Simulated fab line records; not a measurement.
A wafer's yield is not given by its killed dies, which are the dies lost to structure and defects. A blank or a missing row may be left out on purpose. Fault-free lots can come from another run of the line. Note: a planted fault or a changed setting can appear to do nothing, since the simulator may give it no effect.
A lot that was struck, set against a sound lot + flow sfq-line + 32 steps out of a route of 325
Sound: the wafers L198.2, L198.3, L198.6. Struck: wafer L210.1 (left out: L210.2, L210.6 of the same lot, which were not struck); the cause appears at the end.
Order at every step that has rows: each side's tool, ch and its chambers, its first start. Under that, the readings that differ: sound wafers + struck wafers + difference of the means + sigmas: that difference in standard deviations of wafers without a fault.
alike: words and numbers the same on both sides, and readings whose means are apart by under 2 such deviations; not compared: readings that were withheld, readings missing a value for some wafer, numbers with overlapping values and no deviation given by the record, and bounds like >300 which may hide the same value.
The two part at a step that has a row with sigmas, a row that says differs or no value, or rows on one side only. Numbers that have no deviation but don't overlap get no sigmas and don't part them. A reading that every wafer of one side lacks parts them only if that side has two wafers or more.

SFQ_INCOMING_BOW_MEAS_900:
  sound: film-metro-04 at day 2 01:01; struck: film-metro-02 at day 4 13:00
  alike: INCOMING_BOW
then, 1 step without rows for these wafers: SFQ_TRILAYER_INCOMING_OXIDATION_002 (target thk 500 nm, ox time 4939 s).
SFQ_TRILAYER_L0_DEP_SPUTTER_003: material MoNx KI, target thk 40 nm, time 100 s.
  sound: pvd-sputter-03 at day 2 03:29; struck: pvd-sputter-03 at day 4 15:29
| reading                                                  | sound           | struck | difference | sigmas |
|----------------------------------------------------------|-----------------|--------|------------|--------|
| model.MoNx_KI_of_TRILAYER_L0_DEP_SPUTTER_003.thk-nm (nm) | 41.2 41.18 40.8 | 44.28  | +3.22      |        |
  alike: base-pressure-pa, throttle-valve-pct
SFQ_L0_RS_MEAS_901: uses a four-point probe to measure.
  sound: film-metro-03 at day 2 03:35; struck: film-metro-01 at day 4 15:34
| reading                | sound          | struck | difference | sigmas |
|------------------------|----------------|--------|------------|--------|
| L0_MONX_KI_RS (ohm/sq) | 42.2 42.2 42.6 | 39.4   | -2.9       | -5     |
SFQ_L0_THK_MEAS_902: measures by xrf.
  sound: film-metro-03 at day 2 03:41; struck: film-metro-01 at day 4 15:41
| reading             | sound          | struck | difference | sigmas |
|---------------------|----------------|--------|------------|--------|
| L0_MONX_KI_THK (nm) | 41.4 41.3 40.8 | 44.8   | +3.6       | +7     |
then, 6 steps without rows for these wafers: SFQ_TRILAYER_L0_LITHO_COAT_010 (resist thk 62 nm); SFQ_TRILAYER_L0_LITHO_COAT_005 (resist thk 595 nm); SFQ_TRILAYER_L0_LITHO_SOFTBAKE_009; SFQ_TRILAYER_L0_LITHO_EXPOSE_006 (exposes mask L0, target cd 2000 nm); SFQ_TRILAYER_L0_LITHO_PEB_008 (peb time 60 s); SFQ_TRILAYER_L0_LITHO_DEVELOP_007 (time 60 s).
SFQ_TRILAYER_L0_BARC_OPEN_METAL_ETCH_010: etches BARC in O2, target depth 125 nm, time 41.7 s.
  sound on rie-metal-03 ch 0,1, day 2 16:29; struck on rie-metal-04 ch 0, day 5 22:54
  alike: drypump-motor-current-A, oes-product-au
  not compared: rf-hours-counter-h
SFQ_TRILAYER_L0_ETCH_METAL_ETCH_008: etches MoNx KI in SF6/O2, stops on SiO2, target depth 50 nm, time 25 s.
  sound on rie-metal-03 ch 0,1, day 2 16:32; struck on rie-metal-04 ch 0, day 5 22:58
| reading               | sound             | struck | difference | sigmas |
|-----------------------|-------------------|--------|------------|--------|
| oes-product-au (a.u.) | 0.886 0.891 0.888 | 0.933  | +0.045     | +6     |
  alike: drypump-motor-current-A
  not compared: rf-hours-counter-h
SFQ_TRILAYER_L0_STRIP_STRIP_009: strips in O2.
  sound on rie-metal-03 ch 0,1, day 2 16:35; struck on rie-metal-04 ch 0, day 5 23:01
  alike: drypump-motor-current-A, oes-product-au
  not compared: rf-hours-counter-h
then, 1 step without rows for these wafers: SFQ_TRILAYER_L0_STRIP_SOLV_CLEAN_010 (cleans in NMP, time 600 s).
SFQ_TRILAYER_L0_CAP_PECVD_011: deposits SiO2 from SiH4/N2O, time 13.333 s, target thk 60 nm.
  sound on pecvd-03 ch 0,1,2, day 2 17:22; struck on pecvd-03 ch 2, day 5 23:47
  alike: heater-power-w, throttle-valve-pct
then, 6 steps without rows for these wafers: SFQ_TRILAYER_L0_VIA_LITHO_COAT_018 (resist thk 62 nm); SFQ_TRILAYER_L0_VIA_LITHO_COAT_013 (resist thk 639.5 nm); SFQ_TRILAYER_L0_VIA_LITHO_SOFTBAKE_017; SFQ_TRILAYER_L0_VIA_LITHO_EXPOSE_014 (exposes mask L0V, target cd 700 nm); SFQ_TRILAYER_L0_VIA_LITHO_PEB_016 (peb time 60 s); SFQ_TRILAYER_L0_VIA_LITHO_DEVELOP_015 (time 60 s).
-- the record jumps here: 3 days lie between the struck wafers' starts before and after --
SFQ_L0V_OVL_MEAS_903:
  sound: overlay-02 at day 5 13:07; struck: overlay-02 at day 9 02:26
| reading      | sound  | struck | difference | sigmas |
|--------------|--------|--------|------------|--------|
| L0V_OVL (nm) | -1 0 1 | 13     | +13        | +3     |
SFQ_TRILAYER_L0_VIA_BARC_OPEN_VIA_ETCH_021: etches BARC in O2, target depth 125 nm, time 41.7 s.
  sound on rie-diel-04 ch 0,2,3, day 5 13:08; struck on rie-diel-02 ch 2, day 9 02:28
  alike: drypump-motor-current-A, oes-product-au
  not compared: rf-hours-counter-h
then, 4 steps without rows for these wafers: SFQ_TRILAYER_L0_VIA_ETCH_VIA_ETCH_016 (etches SiO2 in CHF3, stops on MoNx KI, target depth 80 nm); SFQ_TRILAYER_L0_VIA_STRIP_STRIP_017 (strips in O2); SFQ_TRILAYER_L0_VIA_STRIP_SOLV_CLEAN_018 (cleans in NMP, time 600 s); SFQ_TRILAYER_M0_DEP_PRE_CLEAN_020 (time 15 s).
SFQ_TRILAYER_M0_DEP_SPUTTER_019: material Nb, target thk 200 nm, time 133.3 s.
  sound: pvd-sputter-05 at day 5 14:01; struck: pvd-sputter-04 at day 9 03:22
| reading               | sound                     | struck   | difference | sigmas |
|-----------------------|---------------------------|----------|------------|--------|
| base-pressure-pa (Pa) | 1.25e-06 1.37e-06 1.3e-06 | 1.55e-06 | +2.43e-07  | +2     |
  alike: throttle-valve-pct
SFQ_M0_RS_MEAS_904: uses a four-point probe to measure.
  sound: film-metro-02 at day 5 14:08; struck: film-metro-03 at day 9 03:28
| reading           | sound             | struck | difference | sigmas |
|-------------------|-------------------|--------|------------|--------|
| M0_NB_RS (ohm/sq) | 0.895 0.899 0.898 | 0.865  | -0.032     | -3     |
then, 1 step without rows for these wafers: SFQ_TRILAYER_M0_LITHO_COAT_026 (resist thk 62 nm).
-- the record jumps here: 82 days lie between the struck wafers' starts before and after --
SFQ_M8_BOW_MEAS_951:
  sound: film-metro-03 at day 81 07:01; struck: film-metro-03 at day 90 20:00
| reading                  | sound             | struck | difference | sigmas |
|--------------------------|-------------------|--------|------------|--------|
| model.etest.l0.ohm-sq    | 42.28 42.3 42.69  | 39.34  | -3.08      |        |
| model.etest.l0v.link-ohm | 43.2 43.22 43.62  | 40.23  | -3.12      |        |
| model.etest.l0.ohm-um    | 21.17 21.17 21.37 | 19.68  | -1.56      |        |
  alike: M8_BOW

## WHERE THEY PART
First at SFQ_L0_RS_MEAS_901; last, within this record, at SFQ_M0_RS_MEAS_904. Later steps at which nothing parts them and some readings are alike: SFQ_M8_BOW_MEAS_951.

WHY: whatever the simulator had introduced
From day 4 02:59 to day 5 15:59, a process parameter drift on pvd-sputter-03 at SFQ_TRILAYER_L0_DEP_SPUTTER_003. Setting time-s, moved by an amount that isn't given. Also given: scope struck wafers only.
